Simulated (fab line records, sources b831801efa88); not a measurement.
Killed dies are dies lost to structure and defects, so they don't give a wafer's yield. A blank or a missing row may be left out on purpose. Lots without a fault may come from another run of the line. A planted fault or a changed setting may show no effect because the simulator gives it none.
Which tool did it? | flow gf180mcu | 12 lots, 36 wafers sampled, at 4 steps of a route of 602

WHAT THE GAUGES READ, wafer by wafer
GF_V5_THK_MEAS_01. Usual: V5_CVD_00_THK 300 nm, standard deviation 3.4.
lot  | measured     | on            | V5_CVD_00_THK (nm) | flag
L327 | day 26 09:25 | film_metro-01 | 302 305 305        |
L328 | day 26 20:55 | film_metro-04 | 296 299 297        |
L329 | day 27 06:17 | film_metro-02 | 303 299 303        |
L331 | day 27 13:20 | film_metro-01 | 294 298 298        |
L333 | day 28 09:12 | film_metro-04 | 301 302 297        |
L334 | day 28 14:39 | film_metro-04 | 304 302 301        |
L335 | day 28 21:23 | film_metro-01 | 305 300 304        |
L337 | day 29 17:14 | film_metro-02 | 301 300 303        |
L338 | day 29 22:37 | film_metro-01 | 302 301 302        |
L340 | day 30 08:04 | film_metro-01 | 254 250 248        | OFF
L341 | day 30 15:57 | film_metro-01 | 256 253 254        | OFF
L347 | day 32 07:01 | film_metro-01 | 296 291 292        |

GF_V5_THK_MEAS_03. Usual: V5_CVD_02_THK 1445 nm, standard deviation 19.
lot  | measured     | on            | V5_CVD_02_THK (nm) | flag
L327 | day 26 09:35 | film_metro-02 | 1457 1446 1427     |
L328 | day 26 21:05 | film_metro-01 | 1450 1460 1454     |
L329 | day 27 06:27 | film_metro-01 | 1453 1485 1476     |
L331 | day 27 13:31 | film_metro-02 | 1439 1427 1464     |
L333 | day 28 09:29 | film_metro-04 | 1422 1440 1446     |
L334 | day 28 14:49 | film_metro-02 | 1425 1458 1444     |
L335 | day 28 21:33 | film_metro-02 | 1423 1414 1407     |
L337 | day 29 17:23 | film_metro-01 | 1423 1415 1445     |
L338 | day 29 22:47 | film_metro-02 | 1438 1430 1444     |
L340 | day 30 08:14 | film_metro-01 | 1440 1449 1465     |
L341 | day 30 16:07 | film_metro-01 | 1414 1441 1426     |
L347 | day 32 07:11 | film_metro-04 | 1419 1418 1447     |

WHICH TOOL RAN EACH LOT (tool, then ch and the chambers of the sampled wafers, then the start)
lot  | GF_VT_IMPLANT_STRIP_42               | GF_V5_CVD_00
L327 | plasma_asher-02 ch 0,1, day 7 13:37  | hdpcvd-02 ch 0,1,2, day 26 09:22
L328 | plasma_asher-02 ch 0,1, day 7 20:16  | hdpcvd-01 ch 1,2, day 26 20:53
L329 | plasma_asher-04 ch 0,1, day 8 09:22  | hdpcvd-01 ch 0,2, day 27 06:13
L331 | plasma_asher-04 ch 0,1, day 8 14:14  | hdpcvd-01 ch 0,1,2, day 27 13:17
L333 | plasma_asher-03 ch 0,1, day 9 06:13  | hdpcvd-01 ch 1,2, day 28 09:08
L334 | plasma_asher-03 ch 0,1, day 9 13:47  | hdpcvd-02 ch 0,1, day 28 14:35
L335 | plasma_asher-04 ch 0,1, day 9 17:10  | hdpcvd-01 ch 1,2, day 28 21:20
L337 | plasma_asher-04 ch 0,1, day 10 12:25 | hdpcvd-02 ch 0,1,2, day 29 17:10
L338 | plasma_asher-03 ch 1, day 10 18:43   | hdpcvd-01 ch 1,2, day 29 22:34
L340 | plasma_asher-02 ch 0,1, day 11 04:38 | hdpcvd-02 ch 0,1,2, day 30 08:01
L341 | plasma_asher-02 ch 0,1, day 11 10:37 | hdpcvd-02 ch 1,2, day 30 15:53
L347 | plasma_asher-04 ch 0,1, day 13 05:20 | hdpcvd-01 ch 1,2, day 32 06:59
- GF_VT_IMPLANT_STRIP_42: strips in O2/N2.
- GF_V5_CVD_00: deposits SiO2, target thk 300 nm, time 50 s.

WHAT THE TOOLS THEMSELVES READ (means of the sampled wafers that have a number; where no wafer has one, the mark that the record gives instead)
GF_VT_IMPLANT_STRIP_42. Usual: drypump_motor_current_A 5.60 A, standard deviation 0.24; heater_power_w 341 W, standard deviation 14; oes_product_au 0.716 a.u., standard deviation 0.0043; strip_time_to_endpoint_s 12.63 s, standard deviation 0.035.
lot  | tool            | drypump_motor_current_A (A) | heater_power_w (W) | oes_product_au (a.u.) | strip_time_to_endpoint_s (s) | flag
L327 | plasma_asher-02 | 5.97                        | 336                | 0.716                 | 12.64                        |
L328 | plasma_asher-02 | 6.02                        | 337                | 0.720                 | 12.59                        |
L329 | plasma_asher-04 | 5.43                        | 334                | 0.714                 | 12.63                        |
L331 | plasma_asher-04 | 5.43                        | 333                | 0.715                 | 12.63                        |
L333 | plasma_asher-03 | 5.49                        | 346                | 0.717                 | 12.64                        |
L334 | plasma_asher-03 | 5.51                        | 348                | 0.720                 | 12.60                        |
L335 | plasma_asher-04 | 5.43                        | 332                | 0.714                 | 12.60                        |
L337 | plasma_asher-04 | 5.43                        | 342                | 0.715                 | 12.62                        |
L338 | plasma_asher-03 | 5.70                        | 342                | 0.716                 | 12.65                        |
L340 | plasma_asher-02 | 6.01                        | 329                | 0.717                 | 12.69                        |
L341 | plasma_asher-02 | 6.03                        | 339                | 0.712                 | 12.62                        |
L347 | plasma_asher-04 | 5.42                        | 351                | 0.717                 | 12.63                        |

GF_V5_CVD_00. Usual: sih4_flow_sccm 60.00 sccm, standard deviation 0.16.
lot  | tool      | sih4_flow_sccm (sccm) | flag
L327 | hdpcvd-02 | 60.03                 |
L328 | hdpcvd-01 | 60.15                 |
L329 | hdpcvd-01 | 60.03                 |
L331 | hdpcvd-01 | 60.03                 |
L333 | hdpcvd-01 | 59.89                 |
L334 | hdpcvd-02 | 60.05                 |
L335 | hdpcvd-01 | 59.96                 |
L337 | hdpcvd-02 | 59.87                 |
L338 | hdpcvd-01 | 59.90                 |
L340 | hdpcvd-02 | 50.98                 | OFF
L341 | hdpcvd-02 | 50.82                 | OFF
L347 | hdpcvd-01 | 59.97                 |

THE ANSWER, worked out from the rows above alone
Rule: a lot is off if the mean of its wafers that have a number lies more than 3 standard deviations from the usual mean. A lot without any number at a reading at which 4 lots or more have one is off too. The other lots that the step has rows for count as sound. The gauges are gone through in route order, then the tools' own readings, and for those a lot's mean is taken as printed above. The first step at which some lot is off is used, and at that step the reading that is off furthest; a lot without a number counts as furthest.
Off: L340, L341, at GF_V5_THK_MEAS_01 (V5_CVD_00_THK).
A tool fits if, at a process step before that reading, it ran every lot that is off, and no sound lot after the first of them. The gauges at GF_V5_THK_MEAS_01 aren't tried: what is off there is off at GF_V5_CVD_00 too, on other tools, and a gauge's error can't cause that. Can't be told from this: 2 tools fit, plasma_asher-02 at GF_VT_IMPLANT_STRIP_42, hdpcvd-02 at GF_V5_CVD_00.

WHAT THE SIMULATOR HAD PUT IN
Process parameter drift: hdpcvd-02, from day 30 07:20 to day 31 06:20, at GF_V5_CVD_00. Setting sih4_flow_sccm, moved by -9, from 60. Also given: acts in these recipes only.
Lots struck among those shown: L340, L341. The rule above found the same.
